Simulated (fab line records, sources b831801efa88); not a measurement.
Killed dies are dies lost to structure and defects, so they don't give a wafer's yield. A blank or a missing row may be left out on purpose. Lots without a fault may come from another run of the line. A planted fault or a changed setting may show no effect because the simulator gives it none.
Which tool did it? | flow gf180mcu | 12 lots, 36 wafers sampled, at 3 steps of a route of 602

WHAT THE GAUGES READ, wafer by wafer
GF_M3_THK_MEAS_06: measures by xrf.
lot  | measured     | on            | M3_ALCU_THK (nm)
L336 | day 20 16:22 | film_metro-04 | 452 447 449
L337 | day 20 20:32 | film_metro-02 | 435 436 436
L338 | day 20 22:22 | film_metro-02 | 445 448 447
L339 | day 21 06:20 | film_metro-02 | 446 454 450
L348 | day 24 22:07 | film_metro-01 | 442 446 448
L350 | day 25 14:50 | film_metro-01 | 436 436 443
L353 | day 26 11:24 | film_metro-04 | 451 440 454
L352 | day 26 14:26 | film_metro-01 | 445 446 441
L354 | day 26 15:11 | film_metro-01 | 438 438 442
L355 | day 27 01:11 | film_metro-04 | 450 460 451
L356 | day 27 02:11 | film_metro-01 | 452 443 446
L359 | day 27 21:25 | film_metro-01 | 441 457 447

WHICH TOOL RAN EACH LOT (tool, then ch and the chambers of the sampled wafers, then the start)
lot  | GF_M3_SPUTTER_03             | GF_M3_SPUTTER_04
L336 | pvd_sputter-01, day 20 16:11 | pvd_sputter-01, day 20 16:13
L337 | pvd_sputter-02, day 20 20:21 | pvd_sputter-02, day 20 20:22
L338 | pvd_sputter-04, day 20 22:11 | pvd_sputter-04, day 20 22:12
L339 | pvd_sputter-01, day 21 06:08 | pvd_sputter-01, day 21 06:10
L348 | pvd_sputter-04, day 24 21:56 | pvd_sputter-04, day 24 21:57
L350 | pvd_sputter-04, day 25 14:39 | pvd_sputter-04, day 25 14:40
L353 | pvd_sputter-02, day 26 11:12 | pvd_sputter-02, day 26 11:14
L352 | pvd_sputter-04, day 26 14:16 | pvd_sputter-04, day 26 14:17
L354 | pvd_sputter-01, day 26 14:53 | pvd_sputter-01, day 26 14:55
L355 | pvd_sputter-04, day 27 01:00 | pvd_sputter-04, day 27 01:01
L356 | pvd_sputter-02, day 27 02:00 | pvd_sputter-02, day 27 02:01
L359 | pvd_sputter-04, day 27 21:14 | pvd_sputter-04, day 27 21:16
- GF_M3_SPUTTER_03: material Ti, target thk 10 nm, time 6.7 s.
- GF_M3_SPUTTER_04: material TiN, target thk 50 nm, time 41.7 s.

WHAT THE TOOLS THEMSELVES READ (means of the sampled wafers that have a number; where no wafer has one, the mark that the record gives instead)
GF_M3_SPUTTER_03.
lot  | tool           | cathode_dc_power_W (W) | substrate_temp_c (C) | throttle_valve_pct (%)
L336 | pvd_sputter-01 | 2999.9                 | 300.09               | 29.6
L337 | pvd_sputter-02 | 3000.1                 | 300.28               | 30.2
L338 | pvd_sputter-04 | 2999.5                 | 300.03               | 30.6
L339 | pvd_sputter-01 | 2999.8                 | 300.20               | 31.2
L348 | pvd_sputter-04 | 2999.7                 | 299.89               | 31.1
L350 | pvd_sputter-04 | 2999.9                 | 300.12               | 30.9
L353 | pvd_sputter-02 | 2999.9                 | 300.21               | 30.3
L352 | pvd_sputter-04 | 3000.1                 | 300.07               | 30.6
L354 | pvd_sputter-01 | 3000.3                 | 300.28               | 30.2
L355 | pvd_sputter-04 | 3000.0                 | 299.96               | 30.7
L356 | pvd_sputter-02 | 2999.9                 | 300.16               | 29.8
L359 | pvd_sputter-04 | 3000.1                 | 300.10               | 30.7

GF_M3_SPUTTER_04.
lot  | tool           | cathode_dc_power_W (W) | throttle_valve_pct (%)
L336 | pvd_sputter-01 | 6500.3                 | 29.5
L337 | pvd_sputter-02 | 6500.4                 | 30.2
L338 | pvd_sputter-04 | 6500.4                 | 30.3
L339 | pvd_sputter-01 | 6499.8                 | 31.2
L348 | pvd_sputter-04 | 6500.2                 | 31.2
L350 | pvd_sputter-04 | 6500.1                 | 31.0
L353 | pvd_sputter-02 | 6500.1                 | 30.3
L352 | pvd_sputter-04 | 6500.8                 | 30.6
L354 | pvd_sputter-01 | 6500.7                 | 30.1
L355 | pvd_sputter-04 | 6499.7                 | 30.5
L356 | pvd_sputter-02 | 6499.2                 | 29.6
L359 | pvd_sputter-04 | 6499.7                 | 30.8

THE ANSWER, worked out from the rows above alone
Rule: what is usual is taken from the lots themselves. Put in order of their means at a reading, lots are off if they are a third of the lots or fewer, leave a main group of 4 or more, and stand apart from it by a gap of 3 or more times the standard deviation of the main group's means; of several such gaps the widest counts. A main group whose means are all the same, to the digits that the tables above print for the reading, isn't used. A lot without any number at a reading at which 4 lots or more have one is off too. The other lots that the step has rows for count as sound. The gauges are gone through in route order, then the tools' own readings, and for those a lot's mean is taken as printed above. The first step at which some lot is off is used, and at that step the reading that is off furthest; a lot without a number counts as furthest.
No lot is off at any reading shown: from this, nothing can be told.

WHAT THE SIMULATOR HAD PUT IN
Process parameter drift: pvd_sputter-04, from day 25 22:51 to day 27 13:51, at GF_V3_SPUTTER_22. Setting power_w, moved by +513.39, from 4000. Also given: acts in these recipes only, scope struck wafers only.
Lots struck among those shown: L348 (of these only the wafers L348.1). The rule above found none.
